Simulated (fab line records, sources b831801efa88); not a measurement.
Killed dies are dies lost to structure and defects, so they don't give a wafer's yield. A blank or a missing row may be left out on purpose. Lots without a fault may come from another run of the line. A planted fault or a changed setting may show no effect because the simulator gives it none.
A struck lot beside a sound one | flow sfq_line | 14 steps out of a route of 325
Sound: wafers L234.4, L234.5, L234.6. Struck: wafer L240.3. (L240.4 of the same lot was not struck and is left out.) The cause comes at the end.
At each step with rows: each side's tool, then ch and its chambers, then its first start. Under that, the readings that differ: sound wafers | struck wafers | difference of the means | sigmas: that difference in standard deviations of wafers without a fault.
alike: readings whose means differ by less than 2 such deviations, and words and numbers that are the same on both sides. not compared: withheld readings, readings that some wafer has no value for, bounds like >300 that may hide the same value, and numbers for which the record gives no deviation and whose values overlap.
The two part at a step that has a row with sigmas, a row that says differs or no value, or rows on one side only. Numbers that don't overlap but have no deviation are shown without sigmas and don't part them. A reading that every wafer of one side lacks parts them only if that side has two wafers or more.

first, 2 steps without rows for these wafers: SFQ_TRILAYER_I0_VIA_STRIP_SOLV_CLEAN_036 (cleans in NMP, time 600 s); SFQ_TRILAYER_M1_DEP_PRE_CLEAN_038 (time 22.5 s).
SFQ_TRILAYER_M1_DEP_SPUTTER_037: material Nb, target thk 200 nm, time 133.3 s.
  sound on pvd_sputter-04, day 22 21:34; struck on pvd_sputter-03, day 25 04:54
  alike: resputter_cathode_voltage_v, throttle_valve_pct
SFQ_M1_RS_MEAS_909: measures by four-point-probe.
  sound on film_metro-03, day 22 21:43; struck on film_metro-03, day 25 05:02
  alike: M1_NB_RS
then, 6 steps without rows for these wafers: SFQ_TRILAYER_M1_LITHO_COAT_044 (resist thk 62 nm); SFQ_TRILAYER_M1_LITHO_COAT_039 (resist thk 600 nm); SFQ_TRILAYER_M1_LITHO_SOFTBAKE_043; SFQ_TRILAYER_M1_LITHO_EXPOSE_040 (exposes mask M1, target cd 500 nm); SFQ_TRILAYER_M1_LITHO_PEB_042 (peb time 60 s); SFQ_TRILAYER_M1_LITHO_DEVELOP_041 (time 60 s).
-- the record jumps here: 7 days lie between the struck wafers' starts before and after --
SFQ_M1_OVL_MEAS_911:
  sound on overlay-01, day 29 13:39; struck on overlay-01, day 31 20:05
  alike: M1_OVL
SFQ_TRILAYER_M1_BARC_OPEN_METAL_ETCH_054: etches BARC in O2, target depth 125 nm, time 41.7 s.
  sound on rie_metal-03 ch 0, day 29 13:44; struck on rie_metal-01 ch 1, day 31 20:07
  reading                                             | sound             | struck | difference | sigmas
  oes_product_au (a.u.)                               | 0.683 0.689 0.685 | 0.842  | +0.156     | +37
  run_length_s (s)                                    | 69.8 70.2 70.0    | 60.8   | -9.2       | -22
  model.KrF_of_TRILAYER_M1_LITHO_COAT_039.thk_nm (nm) | 519.2 521.2 521.5 | 535.2  | +14.6      |
  alike: drypump_motor_current_A
  not compared: rf_hours_counter_h
SFQ_TRILAYER_M1_ETCH_METAL_ETCH_042: etches Nb in Cl2/Ar, stops on SiO2, target depth 240 nm, time 120 s.
  sound on rie_metal-03 ch 0, day 29 13:55; struck on rie_metal-01 ch 1, day 31 20:12
  reading                                             | sound             | struck | difference | sigmas
  run_length_s (s)                                    | 148.2 148.3 148.4 | 149.2  | +0.9       | +2
  model.KrF_of_TRILAYER_M1_LITHO_COAT_039.thk_nm (nm) | 378.3 380.8 381.2 | 389.7  | +9.6       |
  alike: drypump_motor_current_A, oes_product_au
  not compared: rf_hours_counter_h
SFQ_TRILAYER_M1_STRIP_STRIP_043: strips in O2.
  sound on rie_metal-03 ch 0, day 29 14:38; struck on rie_metal-01 ch 1, day 31 20:29
  alike: drypump_motor_current_A, oes_product_au
  not compared: rf_hours_counter_h

WHERE THEY PART
First at SFQ_TRILAYER_M1_BARC_OPEN_METAL_ETCH_054; last, within this record, at SFQ_TRILAYER_M1_ETCH_METAL_ETCH_042. Later steps at which nothing parts them and some readings are alike: SFQ_TRILAYER_M1_STRIP_STRIP_043.

WHY: what the simulator had put in
Process parameter drift: rie_metal-01, from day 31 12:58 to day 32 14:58, at SFQ_TRILAYER_M1_BARC_OPEN_METAL_ETCH_054. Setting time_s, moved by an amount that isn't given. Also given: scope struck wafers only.
